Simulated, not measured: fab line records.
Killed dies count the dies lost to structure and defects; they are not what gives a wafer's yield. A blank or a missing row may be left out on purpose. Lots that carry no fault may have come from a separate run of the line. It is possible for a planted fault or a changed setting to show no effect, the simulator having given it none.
The tool behind it: which one? + flow gf180mcu + 24 lots with 72 wafers sampled at 4 steps, on a route of 602 steps

WHAT EACH GAUGE READ, for each wafer
GF_M4_CD_MEAS_14: target cd 280 nm. Usual: cd_nm at 280.1 nm, with a standard deviation of 1.4.
| lot  | measured     | on        | cd_nm (nm)        | flag |
|------|--------------|-----------|-------------------|------|
| L074 | day 22 23:55 | cd_sem-01 | 280.9 281.6 280.8 |      |
| L075 | day 23 15:47 | cd_sem-02 | 280.6 280.2 281.1 |      |
| L076 | day 23 17:25 | cd_sem-01 | 279.8 280.6 280.9 |      |
| L077 | day 24 04:46 | cd_sem-02 | 278.7 279.6 279.0 |      |
| L078 | day 24 15:33 | cd_sem-01 | 281.5 281.3 280.1 |      |
| L079 | day 25 00:15 | cd_sem-01 | 279.2 278.2 277.9 |      |
| L080 | day 25 05:06 | cd_sem-02 | 280.6 279.7 279.8 |      |
| L081 | day 25 20:35 | cd_sem-02 | 280.3 280.1 280.5 |      |
| L082 | day 25 21:13 | cd_sem-02 | 277.4 277.1 276.6 |      |
| L083 | day 26 11:08 | cd_sem-01 | 282.2 282.7 283.4 |      |
| L084 | day 26 16:49 | cd_sem-01 | 279.0 279.2 279.6 |      |
| L085 | day 27 06:14 | cd_sem-02 | 281.2 280.8 280.9 |      |
| L086 | day 27 07:24 | cd_sem-01 | 279.8 277.9 278.6 |      |
| L087 | day 27 19:55 | cd_sem-02 | 280.1 279.7 281.0 |      |
| L088 | day 28 02:13 | cd_sem-01 | 278.3 279.0 277.8 |      |
| L089 | day 28 12:16 | cd_sem-02 | 281.3 280.1 280.4 |      |
| L090 | day 29 02:08 | cd_sem-01 | 279.1 278.7 278.7 |      |
| L091 | day 29 10:53 | cd_sem-02 | 282.2 281.2 281.6 |      |
| L092 | day 29 16:38 | cd_sem-01 | 280.6 282.2 280.9 |      |
| L093 | day 29 18:35 | cd_sem-02 | 280.8 280.4 280.8 |      |
| L094 | day 29 21:59 | cd_sem-01 | 281.3 281.3 280.4 |      |
| L095 | day 30 00:53 | cd_sem-01 | 280.7 281.4 282.1 |      |
| L096 | day 30 07:58 | cd_sem-02 | 278.8 277.8 278.4 |      |
| L097 | day 30 16:56 | cd_sem-01 | 279.8 280.6 279.4 |      |

GF_V4_RS_MEAS_24: measures by four-point-probe. Usual: V4_W_RS typically reads 0.327 ohm/sq, with standard deviation 0.0042.
| lot  | measured     | on            | V4_W_RS (ohm/sq)  | flag |
|------|--------------|---------------|-------------------|------|
| L074 | day 24 00:36 | film_metro-01 | 0.321 0.324 0.335 |      |
| L075 | day 24 15:43 | film_metro-03 | 0.331 0.325 0.335 |      |
| L076 | day 24 17:50 | film_metro-01 | 0.323 0.327 0.332 |      |
| L077 | day 25 05:29 | film_metro-04 | 0.337 0.328 0.334 |      |
| L078 | day 25 14:50 | film_metro-01 | 0.329 0.327 0.328 |      |
| L079 | day 26 01:19 | film_metro-04 | 0.324 0.331 0.318 |      |
| L080 | day 26 05:08 | film_metro-01 | 0.330 0.328 0.326 |      |
| L081 | day 26 20:03 | film_metro-03 | 0.329 0.326 0.327 |      |
| L082 | day 26 20:38 | film_metro-04 | 0.320 0.326 0.329 |      |
| L083 | day 27 10:29 | film_metro-01 | 0.318 0.331 0.323 |      |
| L084 | day 27 15:22 | film_metro-03 | 0.322 0.323 0.327 |      |
| L085 | day 28 04:14 | film_metro-03 | 0.329 0.331 0.335 |      |
| L086 | day 28 04:58 | film_metro-04 | 0.324 0.323 0.325 |      |
| L087 | day 28 17:22 | film_metro-01 | 0.318 0.325 0.326 |      |
| L088 | day 28 23:20 | film_metro-03 | 0.329 0.336 0.329 |      |
| L089 | day 29 10:19 | film_metro-03 | 0.325 0.329 0.327 |      |
| L090 | day 29 22:55 | film_metro-03 | 0.323 0.326 0.330 |      |
| L091 | day 30 08:03 | film_metro-01 | 0.325 0.327 0.328 |      |
| L092 | day 30 13:07 | film_metro-03 | 0.326 0.325 0.327 |      |
| L093 | day 30 15:40 | film_metro-03 | 0.332 0.333 0.330 |      |
| L094 | day 30 18:25 | film_metro-01 | 0.322 0.326 0.324 |      |
| L095 | day 30 21:20 | film_metro-04 | 0.328 0.331 0.327 |      |
| L096 | day 31 03:45 | film_metro-04 | 0.323 0.323 0.333 |      |
| L097 | day 31 12:52 | film_metro-03 | 0.326 0.328 0.329 |      |

GF_V4_THK_MEAS_25: measures by xrf. Usual: V4_W_THK typically reads 353 nm, with standard deviation 5.1.
| lot  | measured     | on            | V4_W_THK (nm) | flag |
|------|--------------|---------------|---------------|------|
| L074 | day 24 00:43 | film_metro-01 | 359 356 343   |      |
| L075 | day 24 15:50 | film_metro-03 | 354 359 350   |      |
| L076 | day 24 17:57 | film_metro-01 | 357 354 349   |      |
| L077 | day 25 05:36 | film_metro-04 | 344 353 346   |      |
| L078 | day 25 14:56 | film_metro-01 | 352 354 354   |      |
| L079 | day 26 01:25 | film_metro-04 | 358 350 361   |      |
| L080 | day 26 05:14 | film_metro-01 | 349 352 356   |      |
| L081 | day 26 20:10 | film_metro-03 | 353 355 353   |      |
| L082 | day 26 20:45 | film_metro-04 | 358 354 349   |      |
| L083 | day 27 10:36 | film_metro-01 | 365 352 361   |      |
| L084 | day 27 15:29 | film_metro-03 | 361 358 356   |      |
| L085 | day 28 04:22 | film_metro-03 | 352 352 345   |      |
| L086 | day 28 05:04 | film_metro-04 | 355 356 355   |      |
| L087 | day 28 17:29 | film_metro-01 | 365 360 359   |      |
| L088 | day 28 23:27 | film_metro-03 | 352 344 353   |      |
| L089 | day 29 10:26 | film_metro-03 | 359 354 358   |      |
| L090 | day 29 23:02 | film_metro-03 | 360 355 352   |      |
| L091 | day 30 08:10 | film_metro-01 | 350 347 347   |      |
| L092 | day 30 13:13 | film_metro-03 | 355 356 353   |      |
| L093 | day 30 15:46 | film_metro-03 | 347 346 351   |      |
| L094 | day 30 18:31 | film_metro-01 | 355 349 351   |      |
| L095 | day 30 21:27 | film_metro-04 | 349 347 351   |      |
| L096 | day 31 03:50 | film_metro-04 | 360 359 346   |      |
| L097 | day 31 12:59 | film_metro-03 | 357 354 352   |      |

WHAT TOOL EACH LOT RAN ON (gives the tool, then ch and the chambers of the sampled wafers, and finally the start)
| lot  | GF_V4_CVD_23                  |
|------|-------------------------------|
| L074 | cvd_w-01 ch 0,1, day 24 00:28 |
| L075 | cvd_w-01 ch 0,1, day 24 15:35 |
| L076 | cvd_w-01 ch 0,1, day 24 17:43 |
| L077 | cvd_w-02 ch 0,1, day 25 05:22 |
| L078 | cvd_w-02 ch 0,1, day 25 14:43 |
| L079 | cvd_w-01 ch 0,1, day 26 01:11 |
| L080 | cvd_w-02 ch 0,1, day 26 05:01 |
| L081 | cvd_w-02 ch 0,1, day 26 19:55 |
| L082 | cvd_w-01 ch 0,1, day 26 20:31 |
| L083 | cvd_w-01 ch 0,1, day 27 10:22 |
| L084 | cvd_w-01 ch 0,1, day 27 15:16 |
| L085 | cvd_w-02 ch 0,1, day 28 04:08 |
| L086 | cvd_w-02 ch 0,1, day 28 04:51 |
| L087 | cvd_w-01 ch 0,1, day 28 17:14 |
| L088 | cvd_w-01 ch 0,1, day 28 23:13 |
| L089 | cvd_w-02 ch 0,1, day 29 10:13 |
| L090 | cvd_w-02 ch 0,1, day 29 22:47 |
| L091 | cvd_w-02 ch 0,1, day 30 07:55 |
| L092 | cvd_w-02 ch 0, day 30 12:59   |
| L093 | cvd_w-02 ch 0,1, day 30 15:33 |
| L094 | cvd_w-02 ch 1, day 30 18:17   |
| L095 | cvd_w-02 ch 0,1, day 30 21:13 |
| L096 | cvd_w-01 ch 0,1, day 31 03:37 |
| L097 | cvd_w-02 ch 0,1, day 31 12:46 |
- GF_V4_CVD_23: deposits W, target thk 350 nm, time 104.9 s.

AS READ BY THE TOOLS THEMSELVES (means over the sampled wafers that have a number; for cases with no such wafer, the mark the record gives instead)
GF_V4_CVD_23. Usual: heater_power_w at 806 W, with a standard deviation of 61.
| lot  | tool     | heater_power_w (W) | flag |
|------|----------|--------------------|------|
| L074 | cvd_w-01 | 876                |      |
| L075 | cvd_w-01 | 826                |      |
| L076 | cvd_w-01 | 835                |      |
| L077 | cvd_w-02 | 776                |      |
| L078 | cvd_w-02 | 759                |      |
| L079 | cvd_w-01 | 843                |      |
| L080 | cvd_w-02 | 773                |      |
| L081 | cvd_w-02 | 759                |      |
| L082 | cvd_w-01 | 845                |      |
| L083 | cvd_w-01 | 885                |      |
| L084 | cvd_w-01 | 874                |      |
| L085 | cvd_w-02 | 770                |      |
| L086 | cvd_w-02 | 776                |      |
| L087 | cvd_w-01 | 843                |      |
| L088 | cvd_w-01 | 890                |      |
| L089 | cvd_w-02 | 774                |      |
| L090 | cvd_w-02 | 764                |      |
| L091 | cvd_w-02 | 769                |      |
| L092 | cvd_w-02 | 779                |      |
| L093 | cvd_w-02 | 765                |      |
| L094 | cvd_w-02 | 757                |      |
| L095 | cvd_w-02 | 768                |      |
| L096 | cvd_w-01 | 885                |      |
| L097 | cvd_w-02 | 773                |      |

THE ANSWER, worked out from the rows above alone
Rule: take the mean of a lot's wafers that have a number; if it is more than 3 standard deviations from the usual mean, the lot is off. Also off: a lot with no number at a reading for which 4 or more lots have one. All remaining lots with rows at the step are treated as sound. The gauges are gone through in route order, then the tools' own readings, and for those a lot's mean is taken as printed above. At the first step where some lot is off, the reading lying furthest off is the one used; lots without a number count as furthest.
Nothing can be told from this: no lot is off at any reading shown.

WHAT THE SIMULATOR HAD INSERTED
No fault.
